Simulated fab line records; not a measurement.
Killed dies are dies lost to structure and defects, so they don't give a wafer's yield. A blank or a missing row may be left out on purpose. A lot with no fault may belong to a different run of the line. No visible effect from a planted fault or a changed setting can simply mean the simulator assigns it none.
Which tool was responsible? -- flow gf180mcu -- Sampling: 13 lots, 38 wafers, 3 of 602 route steps

== WHAT THE GAUGES READ, wafer by wafer ==
GF_V3_THK_MEAS_01.
lot,measured,on,V3_CVD_00_THK (nm)
L316,day 21 12:34,film-metro-01,599 591 592
L317,day 21 19:30,film-metro-03,603 595 605
L318,day 22 06:41,film-metro-02,599 596 597
L328,day 25 11:33,film-metro-02,602 592
L329,day 26 03:13,film-metro-02,606 607 617
L330,day 26 07:19,film-metro-01,600 602 600
L331,day 26 15:58,film-metro-03,615 609 614
L332,day 26 21:39,film-metro-01,596 601 603
L333,day 27 05:05,film-metro-01,599 589 597
L334,day 27 13:19,film-metro-03,599 592 599
L335,day 27 19:31,film-metro-01,594 590 593
L336,day 28 01:12,film-metro-01,599 604 602
L339,day 28 19:17,film-metro-02,600 602 602

GF_V3_BOW_MEAS_05.
lot,measured,on,V3_BOW (um)
L316,day 21 13:05,film-metro-01,122 111 111
L317,day 21 19:59,film-metro-03,127 121 125
L318,day 22 07:11,film-metro-01,118 114 117
L328,day 25 12:04,film-metro-02,120 110
L329,day 26 03:43,film-metro-03,110 113 108
L330,day 26 07:53,film-metro-01,117 122 116
L331,day 26 16:29,film-metro-01,113 109 116
L332,day 26 22:09,film-metro-02,97 110 111
L333,day 27 05:35,film-metro-03,123 110 142
L334,day 27 13:49,film-metro-02,85 100 101
L335,day 27 20:02,film-metro-01,126 118 116
L336,day 28 01:42,film-metro-02,124 122 121
L339,day 28 19:48,film-metro-02,109 99 104

GF_V3_CD_MEAS_14 targets a cd of 260 nm.
lot,measured,on,cd-nm (nm)
L316,day 22 12:28,cd-sem-02,260.0 260.0 261.6
L317,day 22 19:32,cd-sem-01,260.5 259.9 259.3
L318,day 23 07:07,cd-sem-01,261.2 260.0 260.5
L328,day 26 09:40,cd-sem-02,258.5 258.8
L329,day 27 00:41,cd-sem-01,259.5 259.5 260.2
L330,day 27 04:16,cd-sem-02,260.9 259.4 258.8
L331,day 27 13:04,cd-sem-01,260.2 260.9 259.8
L332,day 27 18:16,cd-sem-02,259.1 259.3 258.8
L333,day 28 01:17,cd-sem-01,258.2 257.4 258.3
L334,day 28 09:13,cd-sem-02,260.2 260.2 259.8
L335,day 28 15:05,cd-sem-01,257.7 256.8 258.0
L336,day 28 20:49,cd-sem-01,258.7 258.3 257.1
L339,day 29 14:11,cd-sem-01,259.9 258.6 260.2

== EACH LOT AND THE TOOL THAT RAN IT (in order: tool; ch and the chambers of the sampled wafers; start) ==
There is no process step in the record ahead of these readings.

== AS READ BY THE TOOLS THEMSELVES (means over the sampled wafers that have a number; for cases with no such wafer, the mark the record gives instead) ==
The record holds no such reading with a usual standard deviation.

== THE ANSWER, worked out from the rows above alone ==
Rule: the lots themselves supply what counts as usual. The widest of any qualifying gaps counts: lots, ordered by their means at a reading, are off when they make up no more than a third of the lots, leave a main group of 4 or more, and stand apart from it by 3 or more times the standard deviation of that group's means. If all means in a main group match to the digits the tables above print for the reading, that group is not used. Also off: a lot with no number at a reading for which 4 or more lots have one. Where the step has rows for the other lots, those lots are counted as sound. Order of review: gauges by route order, followed by the tools' own readings, for which a lot's mean as printed above is used. The first step at which some lot is off is used, and at that step the reading that is off furthest; a lot without a number counts as furthest.
Nothing can be told from this: no lot is off at any reading shown.

== WHAT WAS PUT IN BY THE SIMULATOR ==
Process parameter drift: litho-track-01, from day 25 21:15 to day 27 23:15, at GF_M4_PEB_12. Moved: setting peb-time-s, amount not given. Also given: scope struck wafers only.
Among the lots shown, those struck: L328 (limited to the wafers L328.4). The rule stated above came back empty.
